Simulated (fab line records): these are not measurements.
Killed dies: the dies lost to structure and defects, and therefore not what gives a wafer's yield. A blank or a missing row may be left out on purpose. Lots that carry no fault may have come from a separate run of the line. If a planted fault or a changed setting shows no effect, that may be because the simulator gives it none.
Struck lot and sound lot, side by side :: flow gf180mcu :: 15 out of 602 route steps
Sound: these wafers, L423.1, L423.2, L423.4. Struck: wafers L425.2, L425.4, L425.5. At the end, the cause is stated.
At each step with rows: each side's tool, then ch and its chambers, then its first start. Under that, the readings that differ: sound wafers :: struck wafers :: difference of the means :: sigmas: that difference in standard deviations of wafers without a fault.
alike: words and numbers the same on both sides, and readings whose means are apart by under 2 such deviations; not compared: readings that were withheld, readings missing a value for some wafer, numbers with overlapping values and no deviation given by the record, and bounds like >300 which may hide the same value.
Wherever a step has rows on one side only, a row that says differs or no value, or a row with sigmas, the two part there. Numbers that don't overlap but have no deviation are shown without sigmas and don't part them. A reading that every wafer of one side lacks parts them only if that side has two wafers or more.

GF_TOP_METAL_SPUTTER_04: material TiN, target thk 25 nm, time 20.8 s.
  sound on pvdSputter-03 at day 31 04:21; struck on pvdSputter-01 at day 31 21:44
  alike: throttleValvePct
GF_TOP_METAL_RS_MEAS_05: measures by four-point-probe.
  sound on filmMetro-02 at day 31 04:23; struck on filmMetro-02 at day 31 21:49
  alike: TOP_METAL_ALCU_RS
GF_TOP_METAL_THK_MEAS_06: measures by xrf.
  sound on filmMetro-02 at day 31 04:30; struck on filmMetro-02 at day 31 21:56
  alike: TOP_METAL_ALCU_THK
then, 7 steps without rows for these wafers: GF_TOP_METAL_DEHYDRATE_07 (time 60 s); GF_TOP_METAL_HMDS_08 (prime time 60 s); GF_TOP_METAL_COAT_09 (resist thk 1500 nm); GF_TOP_METAL_SOFTBAKE_10 (time 60 s); GF_TOP_METAL_EXPOSE_11 (exposes mask MetalTop, target cd 440 nm); GF_TOP_METAL_PEB_12; GF_TOP_METAL_DEVELOP_13 (develop time 61.69 s).
GF_TOP_METAL_CD_MEAS_14: the cd target is 440 nm.
  sound on cdSem-01 at day 31 21:57; struck on cdSem-01 at day 32 14:46
  alike: cdNm
GF_TOP_METAL_OVL_MEAS_15:
  sound on overlay-01 at day 31 22:04; struck on overlay-02 at day 32 14:52
  alike: TOP_METAL_OVL
GF_TOP_METAL_METAL_ETCH_16: etches the open film in Cl2/BCl3, stops on SiO2, target depth 1077.5 nm, time 179.6 s.
  sound on rieMetal-02 ch 1, day 31 22:06; struck on rieMetal-02 ch 0,1, day 32 14:54
  no value came back on the struck wafers for any of 5 readings (bcl3FlowSccm (sccm), biasW (W) and others); on the sound wafers bcl3FlowSccm (sccm) reads 40.15 39.77 39.94
reading: model.NOVOLAK_of_TOP_METAL_COAT_09.thkNm (nm)
sound: 1071 1080 1067
struck: 1503 1499 1499
difference: +428
sigmas: 
  not compared: rfHoursCounterH
GF_TOP_METAL_STRIP_17: strips in O2/N2.
  sound on plasmaAsher-04 ch 0,1, day 31 22:27; struck on plasmaAsher-04 ch 0,1, day 32 15:05
reading: oesProductAu (a.u.)
sound: 0.707 0.705 0.713
struck: 0.722 0.712 0.721
difference: +0.010
sigmas: +2

reading: stripTimeToEndpointS (s)
sound: 13.46 13.56 13.42
struck: 18.26 18.21 18.22
difference: +4.75
sigmas: +55
  alike: drypumpMotorCurrentA, heaterPowerW, o2FlowSccm
  not compared: rfHoursCounterH
then, 1 step without rows for these wafers: GF_TOP_METAL_STRIP_18 (strips in post etch residue remover, time 1200 s).

== WHERE THEY PART ==
First at GF_TOP_METAL_METAL_ETCH_16; last, within this record, at GF_TOP_METAL_STRIP_17.

WHY: what the simulator had put in
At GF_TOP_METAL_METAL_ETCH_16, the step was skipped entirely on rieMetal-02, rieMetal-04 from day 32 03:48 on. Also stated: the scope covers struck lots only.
